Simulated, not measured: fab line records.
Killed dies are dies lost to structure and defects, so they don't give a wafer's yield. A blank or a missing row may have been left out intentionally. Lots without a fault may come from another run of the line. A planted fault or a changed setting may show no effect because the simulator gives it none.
A lot that was struck, set against a sound lot | flow sfqLine | 14 out of 325 route steps
Sound: wafers L595.1, L595.2, L595.6. Struck: wafers L609.1, L609.2, L609.5. The cause is named last.
Order at every step that has rows: each side's tool, ch and its chambers, its first start. Under that, the readings that differ: sound wafers | struck wafers | difference of the means | sigmas: that difference in standard deviations of wafers without a fault.
alike: readings with means less than 2 such deviations apart, plus words and numbers identical on both sides. not compared: withheld readings, readings lacking a value on some wafer, bounds such as >300 that could conceal the same value, and numbers that have no deviation in the record and whose values overlap.
A row with sigmas, a row that says differs or no value, or rows on one side alone: a step with any of these is where the two part. Numbers that don't overlap but have no deviation are shown without sigmas and don't part them. A reading missing from all wafers of one side parts the sides only when that side holds two or more wafers.

SFQ_TRILAYER_I1_CMP_CMP_046: polishes SiO2.
  sound on cmp-01 ch 0,2,3, day 16 22:41; struck on cmp-02 ch 1,2,3, day 19 06:16
  alike: motorCurrentA, timeToEndpointS
SFQ_I1_BOW_MEAS_912:
  sound: filmMetro-04 at day 17 01:41; struck: filmMetro-04 at day 19 08:16
  alike: I1_BOW
SFQ_TRILAYER_I1_METRO_MEASURE_047:
  sound: filmMetro-04 at day 17 01:49; struck: filmMetro-04 at day 19 08:23
reading    | sound             | struck            | difference | sigmas
thkNm (nm) | 199.3 198.2 198.4 | 200.7 202.1 200.0 | +2.3       | +3
then, 6 steps without rows for these wafers: SFQ_TRILAYER_I1_VIA_LITHO_COAT_054 (resist thk 62 nm); SFQ_TRILAYER_I1_VIA_LITHO_COAT_049 (resist thk 650 nm); SFQ_TRILAYER_I1_VIA_LITHO_SOFTBAKE_053; SFQ_TRILAYER_I1_VIA_LITHO_EXPOSE_050 (exposes mask I1, target cd 500 nm); SFQ_TRILAYER_I1_VIA_LITHO_PEB_052 (peb time 60 s); SFQ_TRILAYER_I1_VIA_LITHO_DEVELOP_051 (time 60 s).
-- the record jumps here: 7 days lie between the struck wafers' starts before and after --
SFQ_I1_OVL_MEAS_913:
  sound: overlay-02 at day 23 08:47; struck: overlay-02 at day 26 03:19
  alike: I1_OVL
SFQ_TRILAYER_I1_VIA_BARC_OPEN_VIA_ETCH_071: etches BARC in O2, target depth 125 nm, time 41.7 s.
  sound on rieDiel-03 ch 1,2,3, day 23 08:50; struck on rieDiel-04 ch 1,3, day 26 03:21
  alike: drypumpMotorCurrentA, oesProductAu
  not compared: rfHoursCounterH
SFQ_TRILAYER_I1_VIA_ETCH_VIA_ETCH_052: etches SiO2 in CHF3, stops on Nb, target depth 260 nm.
  sound on rieDiel-03 ch 1,2,3, day 23 08:52; struck on rieDiel-04 ch 1,3, day 26 03:23
  alike: drypumpMotorCurrentA, oesProductAu
SFQ_TRILAYER_I1_VIA_STRIP_STRIP_053: strips in O2.
  sound on rieMetal-01 ch 0,1, day 23 08:59; struck on rieMetal-02 ch 0,1, day 26 03:31
reading                      | sound             | struck            | difference | sigmas
chamberPressureMTorr (mTorr) | 49.95 49.95 50.00 | 40.01 40.05 40.03 | -9.94      | -99 or more
  alike: drypumpMotorCurrentA, oesProductAu
  not compared: rfHoursCounterH
then, 1 step without rows for these wafers: SFQ_TRILAYER_I1_VIA_STRIP_SOLV_CLEAN_054 (cleans in NMP, time 600 s).

## WHERE THEY PART
Last at SFQ_TRILAYER_I1_VIA_STRIP_STRIP_053 as far as this record goes, first at SFQ_TRILAYER_I1_METRO_MEASURE_047.

WHY: whatever the simulator had introduced
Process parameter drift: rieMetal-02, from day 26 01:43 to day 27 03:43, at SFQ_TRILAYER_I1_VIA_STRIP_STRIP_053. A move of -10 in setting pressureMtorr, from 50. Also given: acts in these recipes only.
